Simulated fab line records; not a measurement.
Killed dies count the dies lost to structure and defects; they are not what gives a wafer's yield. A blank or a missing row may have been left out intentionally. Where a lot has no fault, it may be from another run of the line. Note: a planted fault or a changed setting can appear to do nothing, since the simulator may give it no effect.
The same fault as seen by 2 desks | flow sfq_line | only its own numbers are on each desk; what lay behind them is given at the end

AT THE METROLOGY DESK
Means of the sampled wafers that have a number, per lot and without regard to the tool the lot ran on: this is what the gauges read. Marked OUT: a lot whose mean sits more than 4 standard deviations from the usual mean, which makes it out of limits; the brackets give that distance.
Columns: A = I1_BOW at SFQ_I1_BOW_MEAS_912, usual 0 um
lot  | first seen here | A
L771 | day 13 15:44    | 1
L772 | day 13 20:50    | -7
L773 | day 14 05:46    | -5
L774 | day 14 07:49    | -2
L775 | day 14 11:46    | 2
L776 | day 14 21:56    | 6
L778 | day 15 12:58    | -1
L784 | day 18 11:21    | 10
L785 | day 18 17:30    | 9
L786 | day 18 20:20    | -2
L787 | day 19 00:42    | -5
L791 | day 20 09:41    | 1
L792 | day 20 22:53    | -6
L793 | day 21 08:30    | -6
Result from this desk: across the 14 lots, nothing is out of limits.

AT THE TOOL OWNER'S DESK: litho_track-01
The tool's own readings at SFQ_TRILAYER_I3_VIA_LITHO_COAT_090 (resist thk 62 nm): means of the sampled wafers that have a number, for each lot that ran on this tool. Marked OUT: a lot whose mean sits more than 4 standard deviations from the usual mean, which makes it out of limits; the brackets give that distance.
Columns: A = resist_line_temp_C at SFQ_TRILAYER_I3_VIA_LITHO_COAT_090, usual 23.01 C; B = spin_speed_rpm at SFQ_TRILAYER_I3_VIA_LITHO_COAT_090, usual 2999.6 rpm
lot  | first seen here | A     | B
L773 | day 30 08:39    | 22.94 | 3000.6
L775 | day 30 20:39    | 23.00 | 2999.8
L776 | day 30 23:42    | 23.06 | 3000.4
L784 | day 35 12:03    | 22.90 | 1935.0 (-99 or more) OUT
L786 | day 35 21:11    | 22.93 | 1935.1 (-99 or more) OUT
This desk finds L784, L786 out of limits, L784 being first, at day 35 12:03 (spin_speed_rpm at SFQ_TRILAYER_I3_VIA_LITHO_COAT_090). Within limits: L773, L775, L776.

ALL TOGETHER
At day 35 12:03, on L784, L786, the tool owner's desk was in a position to raise an alarm.
Metrology desk: nothing out of limits seen.
The metrology desk has L784, L786 on record, within its limits.
The lots listed all ran SFQ_TRILAYER_I3_VIA_LITHO_COAT_090 on litho_track-01.

WHAT HAD BEEN PUT IN BY THE SIMULATOR
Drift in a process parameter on litho_track-01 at SFQ_TRILAYER_I3_VIA_LITHO_COAT_090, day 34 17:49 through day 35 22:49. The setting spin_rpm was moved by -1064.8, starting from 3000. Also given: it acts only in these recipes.
Shown lots that were struck: L784, L786.
How many hours passed from the start of the fault until each desk's first out-of-limits reading: the tool owner's desk, 18.
